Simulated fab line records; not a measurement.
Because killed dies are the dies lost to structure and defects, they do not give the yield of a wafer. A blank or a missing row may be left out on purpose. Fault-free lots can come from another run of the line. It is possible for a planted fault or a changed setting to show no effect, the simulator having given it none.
fab line records ; flow gf180mcu
record: lots: 11; wafers: 32; last_day: 34
route steps=602 shown SAB@264 CONTACT@302 V1@358
lots that met no fault: taken from a fault-free run of the same line
start_h: hours from the record's first day to the start of the lot's first wafer shown ; wait_h: time in hours since the lot's previous step ; " unchanged from the row above ; L1.1+2: several wafers, shown together as one row ; - either no value or no given start ; * or withheld: withheld ; < > ~ a bound
route shown NAME@n: names a module that has steps shown in the file, with the first one's number in the route ; usual: average and standard deviation across the fault-free wafers ; same: alike in all rows ; chamber/n: place in a boat ; sites: per-site readings ; _std_site: standard deviation of those values ; _edge_site: the outer-site mean with the inner-site mean subtracted ; radius_mm: how far each site lies from the wafer's centre ; mask NAME#n: copy n ; behind: the most recent tool/chamber to have shaped the wafer ; hold: the reason the lot was held/the length of the hold in hours/how it ended ; device: the transistor (n, p or np) that didn't switch ; end of line: tests run on the same wafers once the route is complete ; where a step has no rows: the recipe by itself ; killed: at the first sort, the dies lost to defects and structure; wafer yield is something else ; map: shows each die of a wafer: x if killed, . if not, _ if none is there
set.NAME: the setting as run; set.NAME@STEP: as run at that earlier step ; model.NAME: the simulator's own value behind a step, which no gauge read
route steps across a sampled set of lots; one table per step, one row per wafer
services: the hour from which a tool's chamber was out of use, counted from the record's first day as start_h (under 0 if before that day), plus the number of hours and why
== steps ==
step: GF_SAB_CVD_00
recipe: material: SiO2; target_thk_nm: 50; precursor: TEOS; temp_c: 400; time_s: 4.9302; rf_w: 600
usual: heater_power_w: 608/91
lot.wafer;tool;chamber;start_h;wait_h;heater_power_w
L356.2;pecvd-03;2;346.89;0.1;416
L356.3;pecvd-03;2;346.89;0.1;432
L356.6;pecvd-03;0;346.89;0.1;704
L357.2;pecvd-03;2;355.14;0.1;491
L357.4;pecvd-03;2;355.14;0.1;510
L357.6;pecvd-03;1;355.14;0.1;686
L358.4;pecvd-02;2;357.84;0.0;764
L358.5;pecvd-02;1;357.84;0.0;494
L358.6;pecvd-02;0;357.84;0.0;632
L359.2;pecvd-02;1;370.04;0.1;465
L359.5;pecvd-02;0;370.04;0.1;533
L359.6;pecvd-02;2;370.04;0.1;773
L360.1;pecvd-02;0;384.19;0.1;593
L360.4;pecvd-02;2;384.19;0.1;736
L366.2;pecvd-02;1;427.44;0.1;494
L366.4;pecvd-02;0;427.44;0.1;581
L366.5;pecvd-02;2;427.44;0.1;747
L367.2;pecvd-04;0;436.53;0.1;592
L367.4;pecvd-04;1;436.53;0.1;750
L367.5;pecvd-04;2;436.53;0.1;504
L368.3;pecvd-04;2;445.28;0.1;539
L368.4;pecvd-04;0;445.28;0.1;626
L368.5;pecvd-04;1;445.28;0.1;707
L370.1;pecvd-03;2;461.37;0.1;494
L370.4;pecvd-03;2;461.37;0.1;504
L370.6;pecvd-03;0;461.37;0.1;692
L372.1;pecvd-02;1;478.14;0.1;534
L372.3;pecvd-02;0;478.14;0.1;595
L372.6;pecvd-02;1;478.14;0.1;548
L375.2;pecvd-02;2;505.14;0.1;750
L375.3;pecvd-02;1;505.14;0.1;519
L375.4;pecvd-02;2;505.14;0.1;780
step: GF_CONTACT_OVL_MEAS_15
usual: CONTACT_OVL: -6/5.3
lot.wafer;tool;chamber;start_h;wait_h;CONTACT_OVL[nm]
L356.2;overlay-01;-;393.28;0.1;-14
L356.3;overlay-01;-;393.28;0.1;-16
L356.6;overlay-01;-;393.28;0.1;-18
L357.2;overlay-01;-;402.33;0.1;0
L357.4;overlay-01;-;402.33;0.1;-1
L357.6;overlay-01;-;402.33;0.1;-2
L358.4;overlay-02;-;404.54;0.1;-4
L358.5;overlay-02;-;404.54;0.1;-15
L358.6;overlay-02;-;404.54;0.1;-7
L359.2;overlay-01;-;418.28;0.1;-4
L359.5;overlay-01;-;418.28;0.1;-2
L359.6;overlay-01;-;418.28;0.1;-7
L360.1;overlay-01;-;433.87;0.1;-11
L360.4;overlay-01;-;433.87;0.1;-8
L366.2;overlay-01;-;478.08;0.1;-7
L366.4;overlay-01;-;478.08;0.1;-12
L366.5;overlay-01;-;478.08;0.1;-19
L367.2;overlay-01;-;486.33;0.1;-8
L367.4;overlay-01;-;486.33;0.1;-2
L367.5;overlay-01;-;486.33;0.1;-10
L368.3;overlay-01;-;495.09;0.1;-3
L368.4;overlay-01;-;495.09;0.1;-7
L368.5;overlay-01;-;495.09;0.1;-8
L370.1;overlay-01;-;510.97;0.1;5
L370.4;overlay-01;-;510.97;0.1;-3
L370.6;overlay-01;-;510.97;0.1;-3
L372.1;overlay-01;-;525.77;0.1;-11
L372.3;overlay-01;-;525.77;0.1;-9
L372.6;overlay-01;-;525.77;0.1;-6
L375.2;overlay-02;-;553.12;0.1;-6
L375.3;overlay-02;-;553.12;0.1;-7
L375.4;overlay-02;-;553.12;0.1;-5
step: GF_CONTACT_ETCH_16
recipe: chemistry: N2/H2; target_depth_a: withheld; overetch_a: withheld; time_s: withheld; target: BARC; ion_energy_ev: 200; source_w: 500; bias_w: 100; pressure_mtorr: 30; n2_flow_sccm: 100; h2_flow_sccm: 200
usual: drypump_motor_current_A: 5.8/0.35; oes_product_au: 0.857/0.0049; throttle_valve_pct: 13.227/0.0087
lot.wafer;tool;chamber;start_h;wait_h;drypump_motor_current_A;oes_product_au;throttle_valve_pct
L356.2;rie_diel-03;2;393.31;0.0;6.1;0.857;13.235
L356.3;rie_diel-03;0;393.31;0.0;5.4;0.852;13.225
L356.6;rie_diel-03;3;393.31;0.0;6.0;0.850;13.228
L357.2;rie_diel-03;0;402.36;0.0;5.4;0.855;13.217
L357.4;rie_diel-03;1;402.36;0.0;5.8;0.856;13.249
L357.6;rie_diel-03;1;402.36;0.0;5.8;0.857;13.223
L358.4;rie_diel-01;1;404.56;0.0;5.3;0.848;13.211
L358.5;rie_diel-01;3;404.56;0.0;5.7;0.860;13.221
L358.6;rie_diel-01;2;404.56;0.0;6.5;0.853;13.231
L359.2;rie_diel-03;1;418.31;0.0;5.8;0.863;13.214
L359.5;rie_diel-03;3;418.31;0.0;6.1;0.859;13.239
L359.6;rie_diel-03;2;418.31;0.0;6.1;0.859;13.237
L360.1;rie_diel-02;3;433.91;0.0;5.8;0.857;13.213
L360.4;rie_diel-02;1;433.91;0.0;6.1;0.854;13.228
L366.2;rie_diel-01;3;478.11;0.0;5.7;0.863;13.224
L366.4;rie_diel-01;2;478.11;0.0;6.6;0.856;13.239
L366.5;rie_diel-01;2;478.11;0.0;6.6;0.854;13.208
L367.2;rie_diel-03;1;486.36;0.0;5.8;0.850;13.230
L367.4;rie_diel-03;0;486.36;0.0;5.3;0.860;13.220
L367.5;rie_diel-03;2;486.36;0.0;6.1;0.856;13.231
L368.3;rie_diel-03;1;495.11;0.0;5.8;0.855;13.226
L368.4;rie_diel-03;2;495.11;0.0;6.1;0.849;13.215
L368.5;rie_diel-03;1;495.11;0.0;5.8;0.859;13.208
L370.1;rie_diel-03;1;511.01;0.0;5.8;0.852;13.229
L370.4;rie_diel-03;2;511.01;0.0;6.1;0.851;13.215
L370.6;rie_diel-03;3;511.01;0.0;6.0;0.853;13.241
L372.1;rie_diel-02;0;525.81;0.0;5.4;0.860;13.221
L372.3;rie_diel-02;1;525.81;0.0;6.1;0.869;13.247
L372.6;rie_diel-02;1;525.81;0.0;6.1;0.859;13.213
L375.2;rie_diel-02;3;553.15;0.0;5.8;0.862;13.236
L375.3;rie_diel-02;0;553.15;0.0;5.5;0.863;13.234
L375.4;rie_diel-02;1;553.15;0.0;6.1;0.859;13.228
step: GF_V1_CVD_23
recipe: material: W; target_thk_nm: 350; time_s: 105.05; temp_c: 400; pressure_torr: 40
usual: heater_power_w: 866/69
lot.wafer;tool;chamber;start_h;wait_h;heater_power_w
L356.2;cvd_w-02;1;445.57;0.0;960
L356.3;cvd_w-02;1;445.57;0.0;908
L356.6;cvd_w-02;0;445.57;0.0;828
L357.2;cvd_w-01;0;454.13;0.0;754
L357.4;cvd_w-01;0;454.13;0.0;785
L357.6;cvd_w-01;1;454.13;0.0;920
L358.4;cvd_w-02;0;456.10;0.1;811
L358.5;cvd_w-02;1;456.10;0.1;923
L358.6;cvd_w-02;0;456.10;0.1;806
L359.2;cvd_w-01;0;470.97;0.0;774
L359.5;cvd_w-01;1;470.97;0.0;908
L359.6;cvd_w-01;0;470.97;0.0;755
L360.1;cvd_w-02;1;486.47;0.0;947
L360.4;cvd_w-02;0;486.47;0.0;799
L366.2;cvd_w-02;0;528.27;0.0;831
L366.4;cvd_w-02;1;528.27;0.0;938
L366.5;cvd_w-02;1;528.27;0.0;932
L367.2;cvd_w-01;0;536.77;0.0;775
L367.4;cvd_w-01;0;536.77;0.0;787
L367.5;cvd_w-01;0;536.77;0.0;760
L368.3;cvd_w-02;0;544.41;0.1;806
L368.4;cvd_w-02;1;544.41;0.1;933
L368.5;cvd_w-02;1;544.41;0.1;930
L370.1;cvd_w-01;1;559.62;0.0;911
L370.4;cvd_w-01;0;559.62;0.0;761
L370.6;cvd_w-01;0;559.62;0.0;773
L372.1;cvd_w-02;0;573.95;0.0;845
L372.3;cvd_w-02;1;573.95;0.0;949
L372.6;cvd_w-02;0;573.95;0.0;839
L375.2;cvd_w-02;1;600.08;0.0;948
L375.3;cvd_w-02;1;600.08;0.0;975
L375.4;cvd_w-02;0;600.08;0.0;842
step: GF_V1_RS_MEAS_24
recipe: thk_meas_gauge: four-point-probe; reads: W_of_V1_CVD_23+TiN_of_V1_SPUTTER_22+Ti_of_V1_SPUTTER_21
usual: V1_W_RS: 0.328/0.0034
lot.wafer;tool;chamber;start_h;wait_h;V1_W_RS[ohm/sq]
L356.2;film_metro-01;-;445.70;0.1;0.331
L356.3;film_metro-01;-;445.70;0.1;0.332
L356.6;film_metro-01;-;445.70;0.1;0.331
L357.2;film_metro-02;-;454.26;0.1;0.325
L357.4;film_metro-02;-;454.26;0.1;0.327
L357.6;film_metro-02;-;454.26;0.1;0.324
L358.4;film_metro-02;-;456.24;0.1;0.334
L358.5;film_metro-02;-;456.24;0.1;0.333
L358.6;film_metro-02;-;456.24;0.1;0.336
L359.2;film_metro-02;-;471.10;0.1;0.325
L359.5;film_metro-02;-;471.10;0.1;0.327
L359.6;film_metro-02;-;471.10;0.1;0.326
L360.1;film_metro-03;-;486.58;0.1;0.328
L360.4;film_metro-03;-;486.58;0.1;0.326
L366.2;film_metro-02;-;528.40;0.1;0.332
L366.4;film_metro-02;-;528.40;0.1;0.331
L366.5;film_metro-02;-;528.40;0.1;0.333
L367.2;film_metro-03;-;536.90;0.1;0.242
L367.4;film_metro-03;-;536.90;0.1;0.242
L367.5;film_metro-03;-;536.90;0.1;0.241
L368.3;film_metro-03;-;544.53;0.1;0.326
L368.4;film_metro-03;-;544.53;0.1;0.334
L368.5;film_metro-03;-;544.53;0.1;0.331
L370.1;film_metro-01;-;559.73;0.1;0.244
L370.4;film_metro-01;-;559.73;0.1;0.244
L370.6;film_metro-01;-;559.73;0.1;0.243
L372.1;film_metro-03;-;574.07;0.1;0.333
L372.3;film_metro-03;-;574.07;0.1;0.329
L372.6;film_metro-03;-;574.07;0.1;0.331
L375.2;film_metro-02;-;600.21;0.1;0.325
L375.3;film_metro-02;-;600.21;0.1;0.326
L375.4;film_metro-02;-;600.21;0.1;0.322
step: GF_V1_THK_MEAS_25
recipe: thk_meas_gauge: xrf; reads: W_of_V1_CVD_23
usual: V1_W_THK: 339/5
lot.wafer;tool;chamber;start_h;wait_h;V1_W_THK[nm]
L356.2;film_metro-01;-;445.81;0.1;332
L356.3;film_metro-01;-;445.81;0.1;333
L356.6;film_metro-01;-;445.81;0.1;334
L357.2;film_metro-02;-;454.37;0.1;342
L357.4;film_metro-02;-;454.37;0.1;343
L357.6;film_metro-02;-;454.37;0.1;345
L358.4;film_metro-02;-;456.33;0.1;338
L358.5;film_metro-02;-;456.33;0.1;339
L358.6;film_metro-02;-;456.33;0.1;336
L359.2;film_metro-02;-;471.21;0.1;346
L359.5;film_metro-02;-;471.21;0.1;346
L359.6;film_metro-02;-;471.21;0.1;345
L360.1;film_metro-03;-;486.70;0.1;333
L360.4;film_metro-03;-;486.70;0.1;338
L366.2;film_metro-02;-;528.51;0.1;336
L366.4;film_metro-02;-;528.51;0.1;339
L366.5;film_metro-02;-;528.51;0.1;334
L367.2;film_metro-03;-;537.01;0.1;443
L367.4;film_metro-03;-;537.01;0.1;444
L367.5;film_metro-03;-;537.01;0.1;446
L368.3;film_metro-03;-;544.63;0.1;333
L368.4;film_metro-03;-;544.63;0.1;327
L368.5;film_metro-03;-;544.63;0.1;329
L370.1;film_metro-01;-;559.85;0.1;452
L370.4;film_metro-01;-;559.85;0.1;453
L370.6;film_metro-01;-;559.85;0.1;453
L372.1;film_metro-03;-;574.19;0.1;330
L372.3;film_metro-03;-;574.19;0.1;333
L372.6;film_metro-03;-;574.19;0.1;331
L375.2;film_metro-02;-;600.32;0.1;346
L375.3;film_metro-02;-;600.32;0.1;346
L375.4;film_metro-02;-;600.32;0.1;350
step: GF_V1_CMP_26
recipe: stop_on: SiO2; down_force_psi: 3.5; platen_rpm: 60; t_overpolish_s: 15; target_thk_nm: 0; pad_velocity_m_s: 0.94248
usual: motor_current_A: 11.5/1.2; platen_rpm: 60.00/0.041; slurry_flow_ml_min: 150.0/0.49; time_to_endpoint_s: 82/3.8
lot.wafer;tool;chamber;start_h;wait_h;motor_current_A;platen_rpm;slurry_flow_ml_min;time_to_endpoint_s
L356.2;cmp-01;0;445.86;0.0;11.5;60.02;150.0;78
L356.3;cmp-01;3;445.86;0.0;13.5;59.98;150.3;82
L356.6;cmp-01;1;445.86;0.0;11.0;59.99;149.9;79
L357.2;cmp-01;3;454.42;0.0;13.6;60.06;149.4;88
L357.4;cmp-01;2;454.42;0.0;12.5;60.02;149.6;87
L357.6;cmp-01;0;454.42;0.0;11.3;59.99;150.4;81
L358.4;cmp-02;2;456.51;0.2;10.0;59.95;149.9;85
L358.5;cmp-02;3;456.51;0.2;10.9;60.06;150.6;80
L358.6;cmp-02;0;456.51;0.2;10.4;60.04;150.1;81
L359.2;cmp-01;2;471.41;0.2;12.4;59.98;149.7;84
L359.5;cmp-01;3;471.41;0.2;14.4;60.02;149.5;79
L359.6;cmp-01;0;471.41;0.2;11.0;60.02;150.1;76
L360.4;cmp-02;2;486.86;0.1;9.7;60.02;150.0;86
L360.1;cmp-02;3;486.86;0.1;11.9;59.93;150.5;79
L366.4;cmp-02;3;528.61;0.1;10.8;60.02;149.8;74
L366.2;cmp-02;1;528.61;0.1;11.4;60.01;149.2;86
L366.5;cmp-02;2;528.61;0.1;9.6;60.00;149.6;82
L367.2;cmp-02;3;537.06;0.0;10.7;60.05;150.4;106
L367.4;cmp-02;1;537.06;0.0;11.5;60.05;149.5;117
L367.5;cmp-02;3;537.06;0.0;11.0;60.07;149.6;106
L368.4;cmp-01;3;544.77;0.1;12.8;60.03;150.2;81
L368.3;cmp-01;0;544.77;0.1;10.6;59.98;149.5;78
L368.5;cmp-01;1;544.77;0.1;10.7;60.05;150.8;82
L370.4;cmp-01;2;559.91;0.0;13.5;60.01;150.0;118
L370.1;cmp-01;1;559.91;0.0;11.3;60.07;150.6;112
L370.6;cmp-01;3;559.91;0.0;13.7;59.98;150.3;119
L372.1;cmp-01;2;574.30;0.1;12.7;59.97;149.7;87
L372.3;cmp-01;3;574.30;0.1;12.9;59.97;149.7;82
L372.6;cmp-01;2;574.30;0.1;12.8;60.06;149.3;84
L375.2;cmp-02;1;600.37;0.0;11.4;60.03;149.7;86
L375.3;cmp-02;2;600.37;0.0;9.6;60.01;150.0;80
L375.4;cmp-02;0;600.37;0.0;9.6;60.04;150.1;80
== services ==
tool;chamber;start_h;hours;kind
cmp-02;-;334.50;3.6;pm
cmp-02;-;338.74;0.2;repair
cmp-02;-;340.34;0.9;repair
rie_diel-03;-;352.22;1.6;repair
cmp-01;-;355.71;2.1;pm
cvd_w-01;-;390.00;14.0;pm
cmp-02;-;393.77;2.0;repair
cmp-01;-;404.00;4.0;pm
cvd_w-02;-;404.00;6.9;pm
rie_diel-03;-;406.13;2.8;pm
cmp-02;-;418.90;2.2;repair
pecvd-02;-;423.36;2.8;repair
rie_diel-03;-;427.82;15.6;pm
rie_diel-03;-;443.42;4.3;pm
rie_diel-03;3;451.81;14.5;repair
cmp-02;-;463.71;5.8;repair
cvd_w-02;-;469.58;2.8;pm
rie_diel-03;1;481.05;1.6;repair
cmp-01;-;502.80;0.3;repair
cmp-02;-;513.81;1.1;repair
pecvd-02;2;517.81;9.8;repair
cmp-02;-;558.10;5.1;repair
rie_diel-03;-;568.00;1.3;repair
cmp-02;-;572.03;4.0;pm
== key ==
first_sign: step: GF_V1_RS_MEAS_24; reading: V1_W_RS; direction: down; sigmas: 25; usual: 0.328; struck: 0.243
effect: step: GF_V1_THK_MEAS_25; reading: V1_W_THK; direction: up; sigmas: 22; usual: 339; struck: 448
effect: step: GF_V1_CMP_26; reading: time_to_endpoint_s; direction: up; sigmas: 8; usual: *; struck: *
met_at GF_V1_CVD_23
struck_lots L367,L370
not_acting_at GF_SAB_CVD_00,GF_CONTACT_OVL_MEAS_15,GF_CONTACT_ETCH_16
onset_between 470.97 536.77
fault: kind: process_parameter_drift; tool: cvd_w-01; chamber: -; onset_h: 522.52; steps: GF_V1_CVD_23; channel: target_thk_nm; offset: 120.52; shape: step; end_h: 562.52; acts_in: these_recipes_only; stated: 350
